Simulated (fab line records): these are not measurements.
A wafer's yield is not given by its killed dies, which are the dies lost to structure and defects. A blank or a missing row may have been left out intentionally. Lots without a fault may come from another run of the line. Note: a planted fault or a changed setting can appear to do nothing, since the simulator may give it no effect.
Chamber matching | flow gf180mcu | pecvd-03 running GF_V2_CVD_02: 3 sister chambers
The step deposits SiO2 from TEOS, target thk 850 nm, time 94.851 s. 6 wafers are shown with their chamber, then 8 later ones without.

WAFERS WITH THEIR CHAMBER
wafer  | chamber | heater power w (W)
L080.6 | 0       | 568
L081.6 | 2       | 733
L091.1 | 1       | 774
L091.2 | 2       | 775
L091.3 | 0       | 611
L091.4 | 1       | 785

WAFERS WITH NO CHAMBER GIVEN
wafer  | heater power w (W)
L091.5 | 499
L091.6 | 818
L092.1 | 701
L092.2 | 633
L092.3 | 796
L092.4 | 761
L092.5 | 845
L092.6 | 507

WHICH CHAMBER EACH ONE RAN IN
wafer  | from the rows above     | in truth
L091.5 | 0                       | 0
L091.6 | can't be placed: 1 or 2 | 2
L092.1 | can't be placed: 2 or 1 | 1
L092.2 | 0                       | 0
L092.3 | can't be placed: 1 or 2 | 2
L092.4 | can't be placed: 2 or 1 | 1
L092.5 | can't be placed: 1 or 2 | 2
L092.6 | 0                       | 0
Correctly placed: 3 of 8. Unplaceable from these rows: 5, with the true chamber sitting among the candidates in 5. 0 placed wrongly.
How it was worked out, from the rows above alone: a wafer's distance from a chamber is the root of the sum, over the readings, of the square of ((its reading less the chamber's mean) divided by the reading's scatter). The wafer belongs to the nearest chamber; if the next one is less than 2 further off, it can't be placed. For every chamber, the mean is computed from those of its wafers that are shown. How the scatter is found: for the shown wafers, subtract from each reading the mean of its chamber, square and add these, divide the total by (wafers less chambers), then take the root.
